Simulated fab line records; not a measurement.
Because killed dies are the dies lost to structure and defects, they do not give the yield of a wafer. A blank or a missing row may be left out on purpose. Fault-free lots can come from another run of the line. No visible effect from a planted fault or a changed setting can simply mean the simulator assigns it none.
fab line records + flow sky130
record
- lots=7
- wafers=19
- last_day=50
route steps=708 shown METAL1@446 VIA1@458 PAD_OPEN@708
lots untouched by any fault: they come from a run of this same line in which no faults occurred
start_h: hours from the record's first day to the start of the lot's first wafer shown + wait_h: how many hours have passed since the lot's step before this one + " same as the row above + L1.1+2: a row that stands for several wafers + - no value, or no start given + * or withheld: withheld + < > ~ a bound
route shown NAME@n: a module of which the file shows steps, and the number in the route of the first + usual: mean/standard deviation of fault-free wafers + same: alike in all rows + chamber/n: place in a boat + sites: the reading at each site + _std_site: how widely they spread, as a standard deviation + _edge_site: outer sites' mean less inner sites' + radius_mm: how far each site lies from the wafer's centre + mask NAME#n: copy n + behind: the tool/chamber that last shaped the wafer + hold: why the lot was held/for how many hours/how that ended + device: names the non-switching transistor (n, p or np) + end of line: at the end of the route, the tests of the same wafers + for a step that has no rows: nothing shown but its recipe + killed: the dies lost at the first sort to structure and to defects; this is not the yield of the wafer + map: shows each die of a wafer: x if killed, . if not, _ if none is there
set.NAME: the setting the step ran with; set.NAME@STEP: the setting that earlier step ran with + model.NAME: the simulator's own value behind a step, which no gauge read
certain route steps with their lots: each step a table, each wafer a row
services: from which hour (start_h, from the record's first day; less than 0 if before it) a tool's chamber was out of use, for how many hours, and why
## steps
# step SKY_METAL1_EXPOSE_12
# recipe
- mask_id=MM1
- na=0.8
- source_shape=annular
- sigma_inner=0.55
- sigma_outer=0.85
- target_cd_nm=140
- dose_mj=28
# step SKY_METAL1_PEB_13
# recipe
- peb_temp_c=withheld
- peb_time_s=withheld
- resist=KrF-thick
# step SKY_METAL1_DEVELOP_14
# recipe
- develop_time_s=60
- resist=KrF-thick
- dev_temp_c=21
# step SKY_METAL1_CD_MEAS_15
# recipe
- target_cd_nm=140
# usual
- cd_nm=140.3/1.6
| lot.wafer | tool      | chamber | start_h | wait_h | cd_nm |
|-----------|-----------|---------|---------|--------|-------|
| L490.1    | cd_sem-02 | -       | 820.44  | -      | 141.3 |
| L490.2    | "         | -       | "       | "      | 143.1 |
| L490.5    | "         | -       | "       | "      | 142.1 |
| L497.2    | cd_sem-02 | -       | 849.09  | -      | 139.1 |
| L497.5    | "         | -       | "       | "      | 141.2 |
| L496.2    | cd_sem-02 | -       | 853.01  | -      | 139.8 |
| L496.3    | "         | -       | "       | "      | 140.6 |
| L498.2    | cd_sem-02 | -       | 853.56  | -      | 138.2 |
| L498.3    | "         | -       | "       | "      | 139.8 |
| L498.5    | "         | -       | "       | "      | 139.3 |
| L504.2    | cd_sem-02 | -       | 899.59  | -      | 141.5 |
| L504.5    | "         | -       | "       | "      | 140.8 |
| L504.6    | "         | -       | "       | "      | 139.8 |
| L508.3    | cd_sem-02 | -       | 921.48  | -      | 142.7 |
| L508.4    | "         | -       | "       | "      | 142.7 |
| L508.6    | "         | -       | "       | "      | 143.5 |
| L509.2    | cd_sem-02 | -       | 928.81  | -      | 141.0 |
| L509.3    | "         | -       | "       | "      | 139.6 |
| L509.6    | "         | -       | "       | "      | 140.9 |
# step SKY_METAL1_OVL_MEAS_16
# usual
- METAL1_OVL=3/5.9
| lot.wafer | tool       | chamber | start_h | wait_h | METAL1_OVL[nm] |
|-----------|------------|---------|---------|--------|----------------|
| L490.1    | overlay-02 | -       | 820.56  | 0.1    | 1              |
| L490.2    | "          | -       | "       | "      | 7              |
| L490.5    | "          | -       | "       | "      | 3              |
| L497.2    | overlay-01 | -       | 849.20  | 0.1    | 7              |
| L497.5    | "          | -       | "       | "      | -3             |
| L496.2    | overlay-02 | -       | 853.12  | 0.1    | 6              |
| L496.3    | "          | -       | "       | "      | 1              |
| L498.2    | overlay-02 | -       | 853.67  | 0.1    | 6              |
| L498.3    | "          | -       | "       | "      | 8              |
| L498.5    | "          | -       | "       | "      | 9              |
| L504.2    | overlay-01 | -       | 899.70  | 0.1    | -5             |
| L504.5    | "          | -       | "       | "      | -6             |
| L504.6    | "          | -       | "       | "      | -7             |
| L508.3    | overlay-01 | -       | 921.57  | 0.1    | -3             |
| L508.4    | "          | -       | "       | "      | -6             |
| L508.6    | "          | -       | "       | "      | -5             |
| L509.2    | overlay-01 | -       | 928.92  | 0.1    | -3             |
| L509.3    | "          | -       | "       | "      | 3              |
| L509.6    | "          | -       | "       | "      | 2              |
# step SKY_METAL1_DESCUM_17
# recipe
- chemistry=O2
- source_power_w=150
- bias_power_w=0
- pressure_mtorr=10
- temp_c=40
- time_s=8
# usual
- drypump_motor_current_A=5.8/0.32
- oes_product_au=1.004/0.0086
- temp_c=40.00/0.1
# same
- bias_power_w=0
- time_s=8
| lot.wafer | tool         | chamber | start_h | wait_h | drypump_motor_current_A | oes_product_au | rf_hours_counter_h | temp_c |
|-----------|--------------|---------|---------|--------|-------------------------|----------------|--------------------|--------|
| L490.1    | rie_metal-03 | 0       | 820.60  | 0.0    | 5.6                     | 1.015          | 10                 | 40.15  |
| L490.2    | "            | 1       | "       | "      | 5.6                     | 1.010          | 5                  | 39.95  |
| L490.5    | "            | 1       | "       | "      | 5.6                     | 1.013          | -                  | 40.21  |
| L497.2    | rie_metal-02 | 0       | 849.23  | 0.0    | 5.9                     | 1.001          | 16                 | 40.01  |
| L497.5    | "            | 1       | "       | "      | 6.0                     | 1.010          | -                  | 39.94  |
| L496.2    | rie_metal-04 | 0       | 853.15  | 0.0    | 5.4                     | 1.010          | 2                  | 39.88  |
| L496.3    | "            | 0       | "       | "      | 5.4                     | 1.004          | -                  | 39.79  |
| L498.2    | rie_metal-03 | 1       | 853.70  | 0.0    | 5.6                     | 1.002          | 6                  | 39.95  |
| L498.3    | "            | 0       | "       | "      | 5.6                     | 0.993          | -                  | 40.16  |
| L498.5    | "            | 1       | "       | "      | 5.6                     | 0.997          | -                  | 40.07  |
| L504.2    | rie_metal-03 | 1       | 899.73  | 0.0    | 5.6                     | 0.994          | 8                  | 39.87  |
| L504.5    | "            | 0       | "       | "      | 5.6                     | 0.997          | -                  | 39.98  |
| L504.6    | "            | 1       | "       | "      | 5.6                     | 1.005          | -                  | 39.89  |
| L508.3    | rie_metal-03 | 0       | 921.61  | 0.0    | 5.6                     | 0.999          | -                  | 39.99  |
| L508.4    | "            | 1       | "       | "      | 5.6                     | 1.005          | -                  | 40.12  |
| L508.6    | "            | 1       | "       | "      | 5.6                     | 1.001          | -                  | 40.01  |
| L509.2    | rie_metal-04 | 1       | 928.95  | 0.0    | 6.4                     | 1.008          | 7                  | 39.96  |
| L509.3    | "            | 1       | "       | "      | 6.3                     | 1.011          | -                  | 39.97  |
| L509.6    | "            | 1       | "       | "      | 6.3                     | 1.010          | -                  | 39.83  |
# step SKY_METAL1_ETCH_18
# recipe
- chemistry=N2/H2
- target=BARC
- ion_energy_ev=200
- bias_w=100
- pressure_mtorr=30
- n2_flow_sccm=100
- h2_flow_sccm=200
- icp_w=500
- stop_on=SiO2
- time_s=45.9
- target_depth_a=600
# usual
- drypump_motor_current_A=5.8/0.33
- h2_flow_sccm=199.9/0.61
- oes_product_au=0.855/0.0043
- throttle_valve_pct=13.227/0.0083
# same
- time_s=45.9
| lot.wafer | tool         | chamber | start_h | wait_h | drypump_motor_current_A | h2_flow_sccm | oes_product_au | rf_hours_counter_h | throttle_valve_pct |
|-----------|--------------|---------|---------|--------|-------------------------|--------------|----------------|--------------------|--------------------|
| L490.1    | rie_metal-03 | 0       | 820.63  | 0.0    | 5.6                     | 200.5        | 0.863          | 10                 | 13.237             |
| L490.2    | "            | 1       | "       | "      | 5.6                     | 199.9        | 0.863          | 5                  | 13.221             |
| L490.5    | "            | 1       | "       | "      | 5.6                     | 199.4        | 0.854          | -                  | 13.227             |
| L497.2    | rie_metal-02 | 0       | 849.26  | 0.0    | 5.9                     | 200.2        | 0.858          | 16                 | 13.221             |
| L497.5    | "            | 1       | "       | "      | 6.0                     | 199.0        | 0.865          | -                  | 13.231             |
| L496.2    | rie_metal-04 | 0       | 853.18  | 0.0    | 5.4                     | 199.9        | 0.852          | 2                  | 13.249             |
| L496.3    | "            | 0       | "       | "      | 5.4                     | 200.3        | 0.855          | -                  | 13.223             |
| L498.2    | rie_metal-03 | 1       | 853.73  | 0.0    | 5.6                     | 198.9        | 0.854          | 6                  | 13.233             |
| L498.3    | "            | 0       | "       | "      | 5.6                     | 199.5        | 0.855          | -                  | 13.223             |
| L498.5    | "            | 1       | "       | "      | 5.6                     | 199.9        | 0.858          | -                  | 13.240             |
| L504.2    | rie_metal-03 | 1       | 899.76  | 0.0    | 5.6                     | 200.2        | 0.852          | 8                  | 13.222             |
| L504.5    | "            | 0       | "       | "      | 5.6                     | 200.0        | 0.855          | -                  | 13.229             |
| L504.6    | "            | 1       | "       | "      | 5.6                     | 199.1        | 0.858          | -                  | 13.241             |
| L508.3    | rie_metal-03 | 0       | 921.65  | 0.0    | 5.6                     | 201.1        | 0.854          | -                  | 13.226             |
| L508.4    | "            | 1       | "       | "      | 5.6                     | 200.0        | 0.851          | -                  | 13.217             |
| L508.6    | "            | 1       | "       | "      | 5.6                     | 200.1        | 0.859          | -                  | 13.224             |
| L509.2    | rie_metal-04 | 1       | 928.98  | 0.0    | 6.4                     | 200.1        | 0.866          | 7                  | 13.223             |
| L509.3    | "            | 1       | "       | "      | 6.4                     | 199.9        | 0.857          | -                  | 13.226             |
| L509.6    | "            | 1       | "       | "      | 6.4                     | 200.8        | 0.860          | -                  | 13.229             |
# step SKY_METAL1_METAL_ETCH_19
# recipe
- target_depth_a=3600
- stop_on=SiO2
- over_etch_frac=0.3
- time_s=78
- chemistry=Cl2/BCl3
- resist_sidewall_deg=88
- pressure_mtorr=10
- icp_w=900
- bias_w=48.5
- Cl2_flow_sccm=60
- bcl3_flow_sccm=30
# usual
- drypump_motor_current_A=5.8/0.32
- oes_product_au=0.856/0.006
- throttle_valve_pct=22.262/0.0094
# same
- time_s=78
| lot.wafer | tool         | chamber | start_h | wait_h | drypump_motor_current_A | oes_product_au | rf_hours_counter_h | throttle_valve_pct |
|-----------|--------------|---------|---------|--------|-------------------------|----------------|--------------------|--------------------|
| L490.1    | rie_metal-03 | 0       | 820.69  | 0.0    | 5.6                     | 0.846          | 10                 | 22.264             |
| L490.2    | "            | 1       | "       | "      | 5.6                     | 0.857          | 5                  | 22.272             |
| L490.5    | "            | 1       | "       | "      | 5.6                     | 0.856          | -                  | 22.267             |
| L497.2    | rie_metal-02 | 0       | 849.32  | 0.0    | 5.9                     | 0.858          | 16                 | 22.271             |
| L497.5    | "            | 1       | "       | "      | 5.9                     | 0.856          | -                  | 22.257             |
| L496.2    | rie_metal-04 | 0       | 853.24  | 0.0    | 5.4                     | 0.849          | 2                  | 22.251             |
| L496.3    | "            | 0       | "       | "      | 5.4                     | 0.856          | -                  | 22.252             |
| L498.2    | rie_metal-03 | 1       | 853.79  | 0.0    | 5.6                     | 0.863          | 6                  | 22.256             |
| L498.3    | "            | 0       | "       | "      | 5.6                     | 0.851          | -                  | 22.280             |
| L498.5    | "            | 1       | "       | "      | 5.6                     | 0.850          | -                  | 22.273             |
| L504.2    | rie_metal-03 | 1       | 899.82  | 0.0    | 5.6                     | 0.851          | 8                  | 22.254             |
| L504.5    | "            | 0       | "       | "      | 5.6                     | 0.849          | -                  | 22.270             |
| L504.6    | "            | 1       | "       | "      | 5.6                     | 0.858          | -                  | 22.253             |
| L508.3    | rie_metal-03 | 0       | 921.72  | 0.1    | 5.6                     | 0.864          | -                  | 22.263             |
| L508.4    | "            | 1       | "       | "      | 5.6                     | 0.846          | -                  | 22.274             |
| L508.6    | "            | 1       | "       | "      | 5.6                     | 0.857          | -                  | 22.270             |
| L509.2    | rie_metal-04 | 1       | 929.04  | 0.0    | 6.4                     | 0.855          | 7                  | 22.268             |
| L509.3    | "            | 1       | "       | "      | 6.3                     | 0.852          | -                  | 22.256             |
| L509.6    | "            | 1       | "       | "      | 6.4                     | 0.853          | -                  | 22.242             |
# step SKY_METAL1_STRIP_20
# recipe
- chemistry=O2/N2
- power_w=1400
- pressure_mtorr=1500
- platen_temp_c=withheld
- o2_flow_sccm=3000
- n2_flow_sccm=300
- overash_fraction=0.5
# usual
- drypump_motor_current_A=5.5/0.38
- oes_product_au=0.343/0.0049
- strip_time_to_endpoint_s=2.68/0.037
| lot.wafer | tool            | chamber | start_h | wait_h | drypump_motor_current_A | oes_product_au | rf_hours_counter_h | strip_time_to_endpoint_s |
|-----------|-----------------|---------|---------|--------|-------------------------|----------------|--------------------|--------------------------|
| L490.1    | plasma_asher-03 | 0       | 820.78  | 0.1    | 5.4                     | 0.342          | 71                 | 2.69                     |
| L490.2    | "               | 1       | "       | "      | 4.9                     | 0.328          | 71                 | 2.68                     |
| L490.5    | "               | 0       | "       | "      | 5.4                     | 0.348          | -                  | 2.70                     |
| L497.2    | plasma_asher-04 | 1       | 849.41  | 0.1    | 5.7                     | 0.343          | 98                 | 2.71                     |
| L497.5    | "               | 0       | "       | "      | 6.1                     | 0.340          | -                  | 2.62                     |
| L496.2    | plasma_asher-03 | 1       | 853.33  | 0.1    | 5.0                     | 0.344          | 75                 | 2.77                     |
| L496.3    | "               | 0       | "       | "      | 5.5                     | 0.340          | -                  | 2.74                     |
| L498.2    | plasma_asher-01 | 1       | 853.88  | 0.1    | 5.6                     | 0.339          | 43                 | 2.70                     |
| L498.3    | "               | 1       | "       | "      | 5.6                     | 0.347          | -                  | 2.70                     |
| L498.5    | "               | 0       | "       | "      | 5.1                     | 0.346          | -                  | 2.72                     |
| L504.2    | plasma_asher-01 | 1       | 899.91  | 0.1    | 5.6                     | 0.345          | 48                 | 2.67                     |
| L504.5    | "               | 1       | "       | "      | 5.6                     | 0.335          | -                  | 2.72                     |
| L504.6    | "               | 0       | "       | "      | 5.1                     | 0.347          | -                  | 2.75                     |
| L508.3    | plasma_asher-04 | 1       | 921.81  | 0.1    | 5.7                     | 0.346          | -                  | 2.67                     |
| L508.4    | "               | 0       | "       | "      | 6.1                     | 0.347          | -                  | 2.68                     |
| L508.6    | "               | 1       | "       | "      | 5.7                     | 0.340          | -                  | 2.67                     |
| L509.2    | plasma_asher-03 | 1       | 929.13  | 0.1    | 4.9                     | 0.349          | 83                 | 2.66                     |
| L509.3    | "               | 0       | "       | "      | 5.5                     | 0.349          | -                  | 2.68                     |
| L509.6    | "               | 1       | "       | "      | 5.0                     | 0.351          | -                  | 2.70                     |
# step SKY_METAL1_STRIP_21
# recipe
- chemistry=post_etch_residue_remover
- time_s=1200
- temp_c=72.5
# step SKY_METAL1_CLEAN_22
# recipe
- chemistry=IPA
- time_s=180
- temp_c=25
# step SKY_METAL1_CLEAN_23
# recipe
- chemistry=O3/DIW
- dry=n2_spin
# step SKY_VIA1_HDPCVD_00
# recipe
- material=SiO2
- target_thk_nm=1030
- sigma_open_frac=0.3
- time_s=171.7
- temp_c=400
- sih4_flow_sccm=60
- pressure_mtorr=6
# usual
- run_length_s=199.3/0.46
- sih4_flow_sccm=60.00/0.19
| lot.wafer | tool      | chamber | start_h | wait_h | run_length_s | sih4_flow_sccm | model.SiO2_of_VIA1_HDPCVD_00.thk_nm |
|-----------|-----------|---------|---------|--------|--------------|----------------|-------------------------------------|
| L490.1    | hdpcvd-01 | 0       | 821.41  | 0.0    | 199.8        | 59.98          | 1044                                |
| L490.2    | "         | 2       | "       | "      | 198.5        | 59.99          | 1044                                |
| L490.5    | "         | 1       | "       | "      | 199.3        | 59.84          | 1035                                |
| L497.2    | hdpcvd-02 | 0       | 850.00  | 0.0    | 182.0        | 60.12          | 926.7                               |
| L497.5    | "         | 1       | "       | "      | 181.7        | 60.05          | 932.6                               |
| L496.2    | hdpcvd-02 | 0       | 853.92  | 0.0    | 182.0        | 59.85          | 926.5                               |
| L496.3    | "         | 2       | "       | "      | 199.4        | 60.13          | 1033                                |
| L498.2    | hdpcvd-02 | 2       | 854.47  | 0.0    | 182.7        | 59.87          | 948.6                               |
| L498.3    | "         | 1       | "       | "      | 198.9        | 60.35          | 1048                                |
| L498.5    | "         | 1       | "       | "      | 181.5        | 59.71          | 950.4                               |
| L504.2    | hdpcvd-01 | 0       | 900.52  | 0.0    | 200.1        | 59.84          | 1028                                |
| L504.5    | "         | 1       | "       | "      | 199.1        | 59.72          | 1026                                |
| L504.6    | "         | 2       | "       | "      | 199.1        | 60.21          | 1037                                |
| L508.3    | hdpcvd-02 | 2       | 922.40  | 0.0    | 200.0        | 59.67          | 1031                                |
| L508.4    | "         | 1       | "       | "      | 198.7        | 59.98          | 1027                                |
| L508.6    | "         | 2       | "       | "      | 199.8        | 59.90          | 1039                                |
| L509.2    | hdpcvd-02 | 0       | 929.74  | 0.0    | 200.0        | 59.75          | 1020                                |
| L509.3    | "         | 2       | "       | "      | 199.3        | 60.09          | 1024                                |
| L509.6    | "         | 0       | "       | "      | 199.4        | 59.76          | 1034                                |
# step SKY_VIA1_THK_MEAS_01
# recipe
- reads=SiO2_of_VIA1_HDPCVD_00
# usual
- VIA1_HDPCVD_THK=1033/11
| lot.wafer | tool          | chamber | start_h | wait_h | VIA1_HDPCVD_THK[nm] |
|-----------|---------------|---------|---------|--------|---------------------|
| L490.1    | film_metro-03 | -       | 821.52  | 0.1    | 1044                |
| L490.2    | "             | -       | "       | "      | 1043                |
| L490.5    | "             | -       | "       | "      | 1035                |
| L497.2    | film_metro-04 | -       | 850.13  | 0.1    | 927                 |
| L497.5    | "             | -       | "       | "      | 932                 |
| L496.2    | film_metro-01 | -       | 854.04  | 0.1    | 926                 |
| L496.3    | "             | -       | "       | "      | 1033                |
| L498.2    | film_metro-03 | -       | 854.59  | 0.1    | 949                 |
| L498.3    | "             | -       | "       | "      | 1049                |
| L498.5    | "             | -       | "       | "      | 950                 |
| L504.2    | film_metro-01 | -       | 900.64  | 0.1    | 1029                |
| L504.5    | "             | -       | "       | "      | 1026                |
| L504.6    | "             | -       | "       | "      | 1037                |
| L508.3    | film_metro-03 | -       | 922.54  | 0.1    | 1031                |
| L508.4    | "             | -       | "       | "      | 1026                |
| L508.6    | "             | -       | "       | "      | 1039                |
| L509.2    | film_metro-04 | -       | 929.86  | 0.1    | 1021                |
| L509.3    | "             | -       | "       | "      | 1024                |
| L509.6    | "             | -       | "       | "      | 1034                |
# step SKY_VIA1_CMP_02
# recipe
- material=SiO2
- down_force_psi=4
- platen_rpm=60
- pad_velocity_m_s=0.94248
# usual
- motor_current_A=12.2/0.79
| lot.wafer | tool   | chamber | start_h | wait_h | motor_current_A |
|-----------|--------|---------|---------|--------|-----------------|
| L490.1    | cmp-02 | 0       | 821.63  | 0.1    | 13.0            |
| L490.2    | "      | 1       | "       | "      | 11.9            |
| L490.5    | "      | 3       | "       | "      | 12.0            |
| L497.2    | cmp-02 | 0       | 850.41  | 0.3    | 13.1            |
| L497.5    | "      | 3       | "       | "      | 11.8            |
| L496.2    | cmp-02 | 3       | 854.14  | 0.1    | 11.9            |
| L496.3    | "      | 0       | "       | "      | 12.7            |
| L498.3    | cmp-02 | 1       | 854.69  | 0.1    | 12.1            |
| L498.2    | "      | 3       | "       | "      | 11.7            |
| L498.5    | "      | 1       | "       | "      | 13.2            |
| L504.2    | cmp-02 | 0       | 900.84  | 0.2    | 13.0            |
| L504.5    | "      | 1       | "       | "      | 12.4            |
| L504.6    | "      | 2       | "       | "      | 12.5            |
| L508.4    | cmp-01 | 0       | 922.58  | 0.0    | 12.9            |
| L508.3    | "      | 3       | "       | "      | 10.1            |
| L508.6    | "      | 1       | "       | "      | 11.2            |
| L509.2    | cmp-02 | 0       | 930.01  | 0.1    | 13.0            |
| L509.3    | "      | 1       | "       | "      | 12.7            |
| L509.6    | "      | 3       | "       | "      | 11.6            |
# step SKY_PAD_OPEN_PROBE_99
# usual
- defect_limited_yield=82.2/1.9
- killed_at_M0_to_M3=43/6.5
- killed_at_M4_up=3.5/1.9
- killed_at_contacts=24/5.4
- killed_at_front_end=16/4.8
- killed_at_other=0.4/0.64
- killed_dies=87/9.4
- killed_open=47/7
- killed_short=40/6.3
- sort_bin_3_pad_short=0.9/0.4
- sort_bin_5_function=10.5/1.4
- sort_bin_6_memory=6.3/1.1
- sort_n_pass=405/9.4
- sort_yield_pct=82.2/1.9
# same
- gross_dies=492
- killed_at_back_side=0
- sort_bin_4_leakage[%]=0
- sort_bin_8_speed[%]=0
| lot.wafer | tool      | chamber | start_h | wait_h | defect_limited_yield[%] | killed_at_M0_to_M3 | killed_at_M4_up | killed_at_contacts | killed_at_front_end | killed_at_other | killed_dies | killed_open | killed_short | sort_bin_3_pad_short[%] | sort_bin_5_function[%] | sort_bin_6_memory[%] | sort_n_pass | sort_yield_pct[%] |
|-----------|-----------|---------|---------|--------|-------------------------|--------------------|-----------------|--------------------|---------------------|-----------------|-------------|-------------|--------------|-------------------------|------------------------|----------------------|-------------|-------------------|
| L490.1    | prober-01 | -       | 1118.85 | 0.1    | 83.5                    | 36                 | 2               | 27                 | 15                  | 1               | 81          | 42          | 39           | 0.8                     | 9.1                    | 6.5                  | 411         | 83.5              |
| L490.2    | prober-01 | -       | 1118.90 | 0.1    | 82.9                    | 38                 | 2               | 23                 | 19                  | 2               | 84          | 41          | 41           | 1.4                     | 8.9                    | 6.7                  | 408         | 82.9              |
| L490.5    | prober-01 | -       | 1119.05 | 0.2    | 83.7                    | 33                 | 7               | 23                 | 17                  | 0               | 80          | 37          | 43           | 1.0                     | 10.0                   | 5.3                  | 412         | 83.7              |
| L497.2    | prober-01 | -       | 1141.86 | 0.1    | 80.5                    | 38                 | 3               | 39                 | 15                  | 1               | 96          | 57          | 38           | 0.6                     | 13.0                   | 5.9                  | 396         | 80.5              |
| L497.5    | prober-01 | -       | 1142.01 | 0.2    | 80.1                    | 41                 | 8               | 28                 | 21                  | 0               | 98          | 52          | 45           | 0.4                     | 12.4                   | 7.1                  | 394         | 80.1              |
| L496.2    | prober-01 | -       | 1143.36 | 0.1    | 82.7                    | 44                 | 5               | 27                 | 8                   | 1               | 85          | 44          | 39           | 0.8                     | 10.4                   | 6.1                  | 407         | 82.7              |
# killed by level:class
L490.1 CONTACT:geometric_particle:open=13 VIA1:geometric_particle:open=7 CONTACT:geometric_particle:short=6 LI_CONTACT:geometric_particle:open=5 FIELD_ISO:geometric_particle:open=4 POLY_GATE:geometric_particle:short=4 VIA2:geometric_particle:open=4 METAL3:geometric_particle:short=4
L490.2 VIA2:geometric_particle:open=11 LOCAL_INTERCONNECT:geometric_particle:short=9 CONTACT:geometric_particle:open=7 METAL1:geometric_particle:short=5 LI_CONTACT:geometric_particle:open=5 METAL2:geometric_particle:short=5 VIA2:geometric_particle:short=5 VIA3:geometric_particle:open=5
L490.5 VIA1:geometric_particle:open=6 LI_CONTACT:geometric_particle:open=5 LOCAL_INTERCONNECT:geometric_particle:short=5 CONTACT:geometric_particle:short=5 CONTACT:geometric_particle:open=5 VIA2:geometric_particle:short=5 METAL4:geometric_particle:short=5 FIELD_ISO:geometric_particle:open=4
L497.2 CONTACT:geometric_particle:open=17 VIA1:geometric_particle:open=13 VIA2:geometric_particle:open=8 CONTACT:geometric_particle:short=7 LI_CONTACT:geometric_particle:short=6 LOCAL_INTERCONNECT:geometric_particle:short=4 VIA3:geometric_particle:open=4 METAL3:geometric_particle:short=4
L497.5 CONTACT:geometric_particle:open=11 FIELD_ISO:geometric_particle:short=9 VIA1:geometric_particle:open=8 FIELD_ISO:geometric_particle:open=6 VIA3:geometric_particle:open=6 LOCAL_INTERCONNECT:geometric_particle:short=6 VIA1:geometric_particle:short=6 METAL4:geometric_particle:short=6
L496.2 LI_CONTACT:geometric_particle:open=11 CONTACT:geometric_particle:open=10 VIA1:geometric_particle:open=7 METAL2:geometric_particle:short=7 VIA1:geometric_particle:short=6 VIA2:geometric_particle:open=5 METAL1:geometric_particle:short=5 METAL4:geometric_particle:short=5
## services
| tool            | chamber | start_h | hours | kind                           |
|-----------------|---------|---------|-------|--------------------------------|
| cmp-02          | -       | 804.44  | 1.9   | repair                         |
| plasma_asher-01 | -       | 813.90  | 14.6  | pm                             |
| cmp-02          | -       | 815.79  | 3.2   | repair                         |
| plasma_asher-04 | -       | 817.59  | 1.6   | repair                         |
| rie_metal-02    | 0       | 828.38  | 16.2  | repair                         |
| plasma_asher-04 | -       | 839.36  | 3.5   | repair                         |
| cmp-01          | -       | 849.92  | 7.5   | pm                             |
| rie_metal-02    | 0       | 858.57  | 7.4   | repair                         |
| rie_metal-02    | 0       | 866.25  | -     | clean                          |
| rie_metal-02    | 0       | 866.25  | 29.1  | scheduled_down                 |
| rie_metal-02    | 0       | 866.25  | 29.1  | vent_cycle                     |
| rie_metal-04    | 1       | 886.63  | 3.6   | repair                         |
| cmp-02          | -       | 887.99  | 2.6   | repair                         |
| plasma_asher-03 | -       | 889.01  | 2.0   | repair                         |
| rie_metal-04    | -       | 895.03  | 2.8   | pm                             |
| cmp-02          | -       | 912.00  | 4.0   | pm                             |
| hdpcvd-01       | -       | 913.84  | 0.7   | repair                         |
| plasma_asher-04 | -       | 915.87  | 2.8   | pm                             |
| cmp-02          | -       | 916.00  | -     | consumable_replace:conditioner |
| cmp-02          | -       | 916.00  | -     | consumable_replace:pad         |
| cmp-02          | -       | 916.32  | 6.9   | pm                             |
| hdpcvd-01       | 1       | 923.08  | 15.2  | repair                         |
| plasma_asher-03 | -       | 924.04  | 1.0   | repair                         |
## key
first_sign
- step=SKY_VIA1_HDPCVD_00
- reading=run_length_s
- direction=down
- sigmas=38
- usual=*
- struck=*
effect
- step=SKY_VIA1_THK_MEAS_01
- reading=VIA1_HDPCVD_THK
- direction=down
- sigmas=8.5
- usual=1033
- struck=937
model_effect
- step=SKY_VIA1_HDPCVD_00
- value=SiO2_of_VIA1_HDPCVD_00.thk_nm
- without=1041
- struck=937
met_at SKY_VIA1_HDPCVD_00
struck_wafers L496.2,L497.2,L497.5,L498.2,L498.5
fault
- kind=process_parameter_drift
- tool=hdpcvd-02
- chamber=-
- onset_h=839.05
- steps=SKY_VIA1_HDPCVD_00
- channel=time_s
- offset=*
- shape=step
- end_h=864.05
- scope=struck_wafers_only
- acts_in=*
- stated=*
